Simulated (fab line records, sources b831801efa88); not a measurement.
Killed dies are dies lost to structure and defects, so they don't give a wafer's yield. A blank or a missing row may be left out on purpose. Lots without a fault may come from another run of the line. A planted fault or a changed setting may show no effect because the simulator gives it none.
A struck lot beside a sound one | flow sfq_line | 13 steps out of a route of 325
Sound: wafers L747.2, L747.5, L747.6. Struck: wafer L755.2. (L755.1, L755.5 of the same lot were not struck and are left out.) The cause comes at the end.
At each step with rows: each side's tool, then ch and its chambers, then its first start. Under that, the readings that differ: sound wafers | struck wafers | difference of the means | sigmas: that difference in standard deviations of wafers without a fault.
alike: readings whose means differ by less than 2 such deviations, and words and numbers that are the same on both sides. not compared: withheld readings, readings that some wafer has no value for, bounds like >300 that may hide the same value, and numbers for which the record gives no deviation and whose values overlap.
The two part at a step that has a row with sigmas, a row that says differs or no value, or rows on one side only. Numbers that don't overlap but have no deviation are shown without sigmas and don't part them. A reading that every wafer of one side lacks parts them only if that side has two wafers or more.

first, 4 steps without rows for these wafers: SFQ_TRILAYER_M0_LITHO_COAT_026 (resist thk 62 nm); SFQ_TRILAYER_M0_LITHO_COAT_021 (resist thk 600 nm); SFQ_TRILAYER_M0_LITHO_SOFTBAKE_025; SFQ_TRILAYER_M0_LITHO_EXPOSE_022 (exposes mask M0, target cd 500 nm).
SFQ_TRILAYER_M0_LITHO_PEB_024: peb time 62.16 s.
  sound on litho_track-02 ch 0, day 8 20:09; struck on litho_track-04 ch 0, day 12 04:29
  reading         | sound          | struck | difference | sigmas
  exhaust_pa (Pa) | 45.6 44.9 45.1 | 47.5   | +2.3       | +3
  alike: plate_sensor_t_centre_C, plate_sensor_t_edge_C
then, 1 step without rows for these wafers: SFQ_TRILAYER_M0_LITHO_DEVELOP_023 (time 60 s).
SFQ_M0_OVL_MEAS_906:
  sound on overlay-01, day 8 20:26; struck on overlay-02, day 12 04:47
  alike: M0_OVL
SFQ_TRILAYER_M0_BARC_OPEN_METAL_ETCH_031: etches BARC in O2, target depth 125 nm, time 41.7 s.
  sound on rie_metal-01 ch 0,1, day 8 20:28; struck on rie_metal-04 ch 1, day 12 04:49
  reading                     | sound       | struck | difference | sigmas
  drypump_motor_current_A (A) | 6.0 5.8 6.0 | 4.9    | -1.0       | -2
  alike: oes_product_au
  not compared: rf_hours_counter_h
SFQ_TRILAYER_M0_ETCH_METAL_ETCH_024: etches Nb in Cl2/Ar, stops on SiO2, target depth 240 nm, time 120 s.
  sound on rie_metal-01 ch 0,1, day 8 20:32; struck on rie_metal-04 ch 1, day 12 04:53
  reading                     | sound       | struck | difference | sigmas
  drypump_motor_current_A (A) | 6.0 5.8 6.0 | 4.9    | -1.0       | -2
  alike: oes_product_au
  not compared: rf_hours_counter_h
SFQ_TRILAYER_M0_STRIP_STRIP_025: strips in O2.
  sound on rie_metal-01 ch 0,1, day 8 20:39; struck on rie_metal-04 ch 1, day 12 05:00
  reading                     | sound       | struck | difference | sigmas
  drypump_motor_current_A (A) | 6.0 5.8 6.0 | 5.0    | -0.9       | -2
  alike: oes_product_au
  not compared: rf_hours_counter_h
then, 1 step without rows for these wafers: SFQ_TRILAYER_M0_STRIP_SOLV_CLEAN_026 (cleans in NMP, time 600 s).
SFQ_TRILAYER_I0_DEP_PECVD_027: deposits SiO2 from SiH4/N2O, time 111.11 s, target thk 500 nm.
  sound on pecvd-02 ch 0,2, day 8 21:26; struck on pecvd-02 ch 1, day 12 05:57
  reading                                             | sound             | struck | difference | sigmas
  chamber_pressure_Torr (Torr)                        | 2.397 2.401 2.394 | 2.412  | +0.015     | +3
  rf_fwd_power_W (W)                                  | 181.7 181.8 182.1 | 210.8  | +28.9      | +47
  model.SiO2_of_TRILAYER_I0_DEP_PECVD_027.thk_nm (nm) | 497.5 502.3 501.8 | 524.6  | +24.1      |
  alike: heater_power_w, throttle_valve_pct
SFQ_TRILAYER_I0_CMP_CMP_028: polishes SiO2.
  sound on cmp-02 ch 0,1,3, day 8 22:31; struck on cmp-02 ch 2, day 12 06:32
  alike: motor_current_A, retaining_ring_pressure_frac, slurry_flow_ml_min, time_to_endpoint_s

WHERE THEY PART
First at SFQ_TRILAYER_M0_LITHO_PEB_024; last, within this record, at SFQ_TRILAYER_I0_DEP_PECVD_027. Later steps at which nothing parts them and some readings are alike: SFQ_TRILAYER_I0_CMP_CMP_028.

WHY: what the simulator had put in
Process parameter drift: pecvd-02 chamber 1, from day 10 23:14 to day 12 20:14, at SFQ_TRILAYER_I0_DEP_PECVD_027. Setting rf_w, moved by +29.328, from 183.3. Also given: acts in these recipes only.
